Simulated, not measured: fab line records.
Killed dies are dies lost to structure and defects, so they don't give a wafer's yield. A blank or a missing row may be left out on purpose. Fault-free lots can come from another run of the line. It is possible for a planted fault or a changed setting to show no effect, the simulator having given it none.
A struck lot beside a sound one / flow sky130 / 24 steps out of a route of 708
Sound: wafers L925.1, L925.3, L925.5. Struck: wafers L927.1, L927.3, L927.6. At the end, the cause is stated.
Each step with rows lists, per side, the tool, then ch with its chambers, then its first start. Under that, the readings that differ: sound wafers / struck wafers / difference of the means / sigmas: that difference in standard deviations of wafers without a fault.
alike: readings whose means differ by less than 2 such deviations, and words and numbers that are the same on both sides. not compared: withheld readings, readings that some wafer has no value for, bounds like >300 that may hide the same value, and numbers for which the record gives no deviation and whose values overlap.
The two part at a step that has a row with sigmas, a row that says differs or no value, or rows on one side only. Numbers that have no deviation but don't overlap get no sigmas and don't part them. Lack of a reading on every wafer of one side parts them only where that side has two or more wafers.

first, 2 steps without rows for these wafers: SKY_POLY_GATE_CLEAN_19 (cleans in SC1/SC2, time 150 s); SKY_POLY_GATE_OXIDATION_20 (stabilise 600 s, purge 300 s, target thk 4 nm).
SKY_POLY_GATE_THK_MEAS_21:
  sound: filmMetro-04 at day 19 00:11; struck: filmMetro-04 at day 19 13:50
  alike: POLY_GATE_OXIDATION_THK
SKY_POLY_GATE_CD_MEAS_22:
  sound: cdSem-01 at day 19 00:15; struck: cdSem-02 at day 19 13:54
  alike: cdNm
then, 7 steps without rows for these wafers: SKY_LDD_N_DEHYDRATE_00 (time 60 s); SKY_LDD_N_HMDS_01 (prime time 60 s); SKY_LDD_N_COAT_02 (resist thk 300 nm); SKY_LDD_N_SOFTBAKE_03 (time 60 s); SKY_LDD_N_EXPOSE_04 (exposes mask NTM, target cd 840 nm); SKY_LDD_N_PEB_05; SKY_LDD_N_DEVELOP_06 (develop time 60 s).
SKY_LDD_N_OVL_MEAS_07:
  sound: overlay-01 at day 20 06:44; struck: overlay-02 at day 20 20:31
  alike: LDD_N_OVL
SKY_LDD_N_IMPLANT_08:
  sound on implanter-04 ch 0, day 20 06:46; struck on implanter-03 ch 0, day 20 20:52
  alike: doseIonsCm2
then, 7 steps without rows for these wafers: SKY_LDD_N_IMPLANT_09; SKY_LDD_N_IMPLANT_10; SKY_LDD_N_IMPLANT_11; SKY_LDD_N_IMPLANT_12; SKY_LDD_N_IMPLANT_13; SKY_LDD_N_IMPLANT_14; SKY_LDD_N_IMPLANT_15.
SKY_LDD_N_STRIP_16: strips in O2/N2.
  sound on plasmaAsher-01 ch 0, day 20 07:58; struck on plasmaAsher-02 ch 0,1, day 20 22:04
reading=stripTimeToEndpointS (s); sound=4.328 4.339 4.325; struck=4.533 4.533 4.540; difference=+0.205; sigmas=+14
  alike: drypumpMotorCurrentA, oesProductAu
  not compared: rfHoursCounterH
SKY_LDD_N_TW_MEAS_17:
  sound: filmMetro-03 at day 20 08:04; struck: filmMetro-01 at day 20 22:10
reading=LDD_N_TW; sound=2594 2577 2596; struck=2704 2720 2718; difference=+125; sigmas=+5
then, 1 step without rows for these wafers: SKY_LDD_P_DEHYDRATE_00 (time 60 s).
-- the record jumps here: 27 days lie between the struck wafers' starts before and after (it left off in module LDD_P and takes up again in module PAD_OPEN, whose first step shown is number 708 of the route) --
SKY_PAD_OPEN_PROBE_99:
  sound: prober-02 at day 47 13:29; struck: prober-02 at day 47 22:34
reading=killedAtOther; sound=0 0 0; struck=2 0 3; difference=+2; sigmas=+3
reading=model.etest.tipN.rsOhmSq; sound=440.2 441.3 440.7; struck=382.2 387.6 385.3; difference=-55.7; sigmas=
reading=model.etest.nfet_01v8_lvt.vtSatV (V); sound=0.5382 0.5336 0.5206; struck=0.5118 0.5049 0.5005; difference=-0.0251; sigmas=
reading=model.etest.nfet_01v8.vtSatV (V); sound=0.6524 0.6398 0.638; struck=0.6321 0.626 0.6186; difference=-0.0178; sigmas=
  alike: killed_at_M0_to_M3, killed_at_M4_up, killedAtContacts, killedAtFrontEnd, killedDies, killedOnRim, killedOpen, killedShort

## WHERE THEY PART
Earliest at SKY_LDD_N_STRIP_16; latest, in this record, at SKY_PAD_OPEN_PROBE_99.

WHY: whatever the simulator had introduced
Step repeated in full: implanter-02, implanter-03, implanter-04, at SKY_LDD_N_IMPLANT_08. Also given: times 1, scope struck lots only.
